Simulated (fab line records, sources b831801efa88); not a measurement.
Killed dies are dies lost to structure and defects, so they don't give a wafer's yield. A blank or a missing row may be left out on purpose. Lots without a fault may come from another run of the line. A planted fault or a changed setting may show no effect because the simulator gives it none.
Which tool did it? | flow gf180mcu | 14 lots, 40 wafers sampled, at 5 steps of a route of 602

WHAT THE GAUGES READ, wafer by wafer
GF_VT_IMPLANT_RS_MEAS_49: measures by four-point-probe.
lot  | measured     | on            | MVPSD_RS (ohm/sq)
L355 | day 7 13:01  | film_metro-04 | 1169.2 1173.0 1171.2
L356 | day 7 19:49  | film_metro-04 | 1169.8 1169.8 1170.4
L357 | day 8 01:14  | film_metro-03 | 1169.3 1171.2 1169.1
L358 | day 8 11:18  | film_metro-02 | 1166.2 1168.4 1166.8
L359 | day 8 14:39  | film_metro-02 | 1171.1 1170.9 1168.6
L360 | day 8 22:19  | film_metro-02 | 1171.1 1165.8 1168.1
L361 | day 9 05:08  | film_metro-03 | 1165.5 1167.6 1164.6
L365 | day 10 09:40 | film_metro-02 | 1167.9 1185.6
L366 | day 10 15:47 | film_metro-04 | 1173.3 1193.6
L370 | day 11 20:33 | film_metro-03 | 1168.8 1165.2 1166.5
L373 | day 12 13:19 | film_metro-04 | 1168.3 1169.7 1168.7
L374 | day 12 20:53 | film_metro-04 | 1164.8 1165.2 1169.2
L376 | day 13 08:21 | film_metro-02 | 1165.2 1167.5 1163.9
L378 | day 14 00:23 | film_metro-03 | 1167.1 1168.1 1169.3

GF_DUAL_GATE_OVL_MEAS_11.
lot  | measured     | on         | DUAL_GATE_OVL (nm)
L355 | day 8 06:54  | overlay-01 | 0.1 -1.3 0.1
L356 | day 8 14:06  | overlay-01 | 3.4 0.0 1.3
L357 | day 8 19:07  | overlay-01 | 0.7 -0.8 2.0
L358 | day 9 05:13  | overlay-01 | -0.5 -1.3 0.3
L359 | day 9 10:29  | overlay-02 | 0.6 0.9 0.4
L360 | day 9 20:04  | overlay-02 | 1.0 -0.1 -1.3
L361 | day 10 05:10 | overlay-02 | -1.1 -1.9 -1.4
L365 | day 11 05:37 | overlay-01 | 0.1 1.1
L366 | day 11 12:22 | overlay-02 | 3.4 1.8
L370 | day 12 17:46 | overlay-02 | -0.1 1.2 0.3
L373 | day 13 11:07 | overlay-01 | 1.6 2.3 0.6
L374 | day 13 20:20 | overlay-02 | -0.6 -1.2 -0.6
L376 | day 14 07:33 | overlay-01 | 0.3 0.9 -0.4
L378 | day 14 23:00 | overlay-01 | -0.4 -2.5 -2.8

GF_POLY_GATE_THK_MEAS_01.
lot  | measured     | on            | POLY_GATE_CVD_00_THK (nm)
L355 | day 8 11:46  | film_metro-03 | 197.7 197.5 197.9
L356 | day 8 18:28  | film_metro-04 | 201.5 201.3 202.3
L357 | day 9 01:27  | film_metro-01 | 200.3 198.8 201.5
L358 | day 9 15:11  | film_metro-01 | 201.5 201.9 201.5
L359 | day 9 15:11  | film_metro-04 | 198.2 198.8 198.1
L360 | day 10 00:32 | film_metro-04 | 200.4 201.9 203.2
L361 | day 10 10:13 | film_metro-04 | 200.4 199.3 199.3
L365 | day 11 10:43 | film_metro-03 | 201.2 199.6
L366 | day 11 17:26 | film_metro-03 | 197.8 199.8
L370 | day 12 21:35 | film_metro-01 | 198.4 196.6 197.7
L373 | day 13 14:16 | film_metro-04 | 200.9 199.6 200.0
L374 | day 14 00:26 | film_metro-04 | 200.0 199.7 198.7
L376 | day 14 10:43 | film_metro-01 | 203.9 205.6 202.4
L378 | day 15 04:05 | film_metro-01 | 195.0 195.5 195.9

WHICH TOOL RAN EACH LOT (tool, then ch and the chambers of the sampled wafers, then the start)
lot  | GF_MVPSD_IMPLANT_09             | GF_VT_IMPLANT_STRIP_09
L355 | implanter-01 ch 0, day 5 00:11  | plasma_asher-01 ch 0,1, day 5 14:40
L356 | implanter-04 ch 0, day 5 06:21  | plasma_asher-01 ch 0,1, day 5 20:44
L357 | implanter-04 ch 0, day 5 10:38  | plasma_asher-04 ch 0,1, day 6 01:17
L358 | implanter-04 ch 0, day 5 19:32  | plasma_asher-04 ch 0,1, day 6 10:01
L359 | implanter-01 ch 0, day 5 23:44  | plasma_asher-02 ch 0,1, day 6 14:56
L360 | implanter-04 ch 0, day 6 05:45  | plasma_asher-02 ch 0,1, day 6 21:41
L361 | implanter-03 ch 0, day 6 11:27  | plasma_asher-02 ch 0,1, day 7 03:10
L365 | implanter-04 ch 0, day 7 13:46  | plasma_asher-02 ch 0,1, day 8 06:18
L366 | implanter-04 ch 0, day 7 20:39  | plasma_asher-01 ch 0,1, day 8 12:59
L370 | implanter-01 ch 0, day 8 21:59  | plasma_asher-01 ch 0,1, day 9 15:06
L373 | implanter-01 ch 0, day 9 11:50  | plasma_asher-04 ch 0,1, day 10 04:32
L374 | implanter-03 ch 0, day 9 18:41  | plasma_asher-01 ch 0,1, day 10 12:01
L376 | implanter-01 ch 0, day 10 04:14 | plasma_asher-04 ch 0,1, day 10 22:23
L378 | implanter-01 ch 0, day 10 17:35 | plasma_asher-04 ch 0,1, day 11 11:40
- GF_MVPSD_IMPLANT_09
- GF_VT_IMPLANT_STRIP_09: strips in O2/N2.

WHAT THE TOOLS THEMSELVES READ (means of the sampled wafers that have a number; where no wafer has one, the mark that the record gives instead)
GF_MVPSD_IMPLANT_09.
lot  | tool         | tilt_deg (degrees)
L355 | implanter-01 | -0.005
L356 | implanter-04 | -0.016
L357 | implanter-04 | -0.029
L358 | implanter-04 | 0.019
L359 | implanter-01 | -0.009
L360 | implanter-04 | 0.036
L361 | implanter-03 | -0.003
L365 | implanter-04 | -0.015
L366 | implanter-04 | -0.009
L370 | implanter-01 | 0.016
L373 | implanter-01 | 0.028
L374 | implanter-03 | -0.009
L376 | implanter-01 | 0.007
L378 | implanter-01 | -0.010

GF_VT_IMPLANT_STRIP_09.
lot  | tool            | drypump_motor_current_A (A) | heater_power_w (W) | oes_product_au (a.u.) | strip_time_to_endpoint_s (s)
L355 | plasma_asher-01 | 5.4                         | 341                | 0.718                 | 12.63
L356 | plasma_asher-01 | 5.4                         | 340                | 0.714                 | 12.64
L357 | plasma_asher-04 | 5.3                         | 287                | 0.712                 | 12.58
L358 | plasma_asher-04 | 5.3                         | 288                | 0.720                 | 12.64
L359 | plasma_asher-02 | 5.9                         | 340                | 0.715                 | 12.65
L360 | plasma_asher-02 | 6.1                         | 366                | 0.719                 | 12.62
L361 | plasma_asher-02 | 6.1                         | 375                | 0.717                 | 12.60
L365 | plasma_asher-02 | 6.0                         | 356                | 0.720                 | 12.62
L366 | plasma_asher-01 | 5.5                         | 338                | 0.721                 | 12.61
L370 | plasma_asher-01 | 5.5                         | 347                | 0.716                 | 12.65
L373 | plasma_asher-04 | 5.4                         | 287                | 0.719                 | 12.68
L374 | plasma_asher-01 | 5.5                         | 348                | 0.721                 | 12.62
L376 | plasma_asher-04 | 5.4                         | 284                | 0.719                 | 12.58
L378 | plasma_asher-04 | 5.4                         | 284                | 0.710                 | 12.65

THE ANSWER, worked out from the rows above alone
Rule: what is usual is taken from the lots themselves. Put in order of their means at a reading, lots are off if they are a third of the lots or fewer, leave a main group of 4 or more, and stand apart from it by a gap of 3 or more times the standard deviation of the main group's means; of several such gaps the widest counts. A main group whose means are all the same, to the digits that the tables above print for the reading, isn't used. A lot without any number at a reading at which 4 lots or more have one is off too. The other lots that the step has rows for count as sound. The gauges are gone through in route order, then the tools' own readings, and for those a lot's mean is taken as printed above. The first step at which some lot is off is used, and at that step the reading that is off furthest; a lot without a number counts as furthest.
Off: L365, L366, at GF_VT_IMPLANT_RS_MEAS_49 (MVPSD_RS). The main group: mean 1168.2 ohm/sq, standard deviation 1.8.
A tool fits if, at a process step before that reading, it ran every lot that is off, and no sound lot after the first of them. The gauges at GF_VT_IMPLANT_RS_MEAS_49 are tried like those tools. One fits: implanter-04 at GF_MVPSD_IMPLANT_09. Its last sound lot is L360 (day 6 05:45), its first lot that is off L365 (day 7 13:46): a fault that began between those two fits.

WHAT THE SIMULATOR HAD PUT IN
Process parameter drift: implanter-04, from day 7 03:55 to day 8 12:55, at GF_MVPSD_IMPLANT_09. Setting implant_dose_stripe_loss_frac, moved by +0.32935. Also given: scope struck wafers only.
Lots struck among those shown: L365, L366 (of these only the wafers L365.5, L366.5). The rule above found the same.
